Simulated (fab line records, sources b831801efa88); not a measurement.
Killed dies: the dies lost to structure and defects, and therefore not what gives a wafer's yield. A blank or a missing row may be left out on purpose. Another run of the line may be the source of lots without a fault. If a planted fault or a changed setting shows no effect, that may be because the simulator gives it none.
2 desks looking at one fault + flow gf180mcu + each desk has only its own numbers; what lay behind them comes last

FROM THE METROLOGY DESK
What the gauges read, lot by lot, whatever tool the lot ran on: means of the sampled wafers that have a number. A lot is out of limits, marked OUT, if its mean lies more than 4 standard deviations from the usual mean; the brackets give that distance.
Columns: A = M5_OVL at GF_M5_OVL_MEAS_08, usual -4 nm; B = V5_W_RS at GF_V5_RS_MEAS_24, usual 0.331 ohm/sq; C = PASSIVATION_CVD_00_THK at GF_PASSIVATION_THK_MEAS_01, usual 998 nm
| lot  | first seen here | A   | B     | C               |
|------|-----------------|-----|-------|-----------------|
| L713 | day 26 05:35    | -3  | 0.329 | 1005            |
| L714 | day 26 14:06    | -10 | 0.328 | 1004            |
| L716 | day 27 06:55    | -8  | 0.337 | 1013            |
| L717 | day 27 16:01    | -5  | 0.330 | 1015            |
| L722 | day 29 08:17    | -3  | 0.331 | 987             |
| L724 | day 29 23:53    | -1  | 0.331 | 1107 (+8.4) OUT |
| L725 | day 30 08:06    | -18 | 0.328 | 1094 (+7.4) OUT |
| L726 | day 30 12:38    | -11 | 0.331 | 1096 (+7.5) OUT |
| L727 | day 30 17:02    | 1   | 0.323 | 1001            |
| L730 | day 31 11:20    | 2   | 0.337 | 996             |
| L731 | day 31 19:08    | 1   | 0.328 | 1004            |
| L736 | day 33 01:17    | -1  | 0.331 | 986             |
Per this desk, out of limits: L724, L725, L726; the first was L724, day 31 15:08 (PASSIVATION_CVD_00_THK at GF_PASSIVATION_THK_MEAS_01). Within limits: L713, L714, L716, L717, L722, L727, L730, L731, L736.

TOOL OWNER'S DESK, pecvd-02
The tool's own readings at GF_PASSIVATION_CVD_00 (deposits SiO2 from TEOS, target thk 1000 nm, time 111.95 s): means of the sampled wafers that have a number, for each lot that ran on this tool. A lot is out of limits, marked OUT, if its mean lies more than 4 standard deviations from the usual mean; the brackets give that distance.
Columns: A = heaterPowerW at GF_PASSIVATION_CVD_00, usual 688 W; B = rfFwdPowerW at GF_PASSIVATION_CVD_00, usual 597.6 W
| lot  | first seen here | A   | B                       |
|------|-----------------|-----|-------------------------|
| L716 | day 29 01:13    | 648 | 599.1                   |
| L722 | day 31 00:40    | 611 | 597.6                   |
| L724 | day 31 15:03    | 499 | 840.1 (+99 or more) OUT |
| L725 | day 31 23:55    | 631 | 836.9 (+99 or more) OUT |
| L726 | day 32 03:31    | 633 | 839.5 (+99 or more) OUT |
This desk's finding: out of limits on L724, L725, L726; first on L724, day 31 15:03 (rfFwdPowerW at GF_PASSIVATION_CVD_00). Within limits: L716, L722.

BROUGHT TOGETHER
The tool owner's desk had the chance to raise an alarm at day 31 15:03 on L724, L725, L726.
On L724, L725, L726, the metrology desk was in a position to raise an alarm at day 31 15:08.
On pecvd-02, each named lot ran GF_PASSIVATION_CVD_00.

WHAT THE SIMULATOR HAD INSERTED
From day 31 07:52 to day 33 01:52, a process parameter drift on pecvd-02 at GF_PASSIVATION_CVD_00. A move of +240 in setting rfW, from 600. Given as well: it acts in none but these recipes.
Lots struck among those shown: L724, L725, L726.
Fault start to first reading out of limits, in hours, per desk: tool owner, 7; metrology, 7.
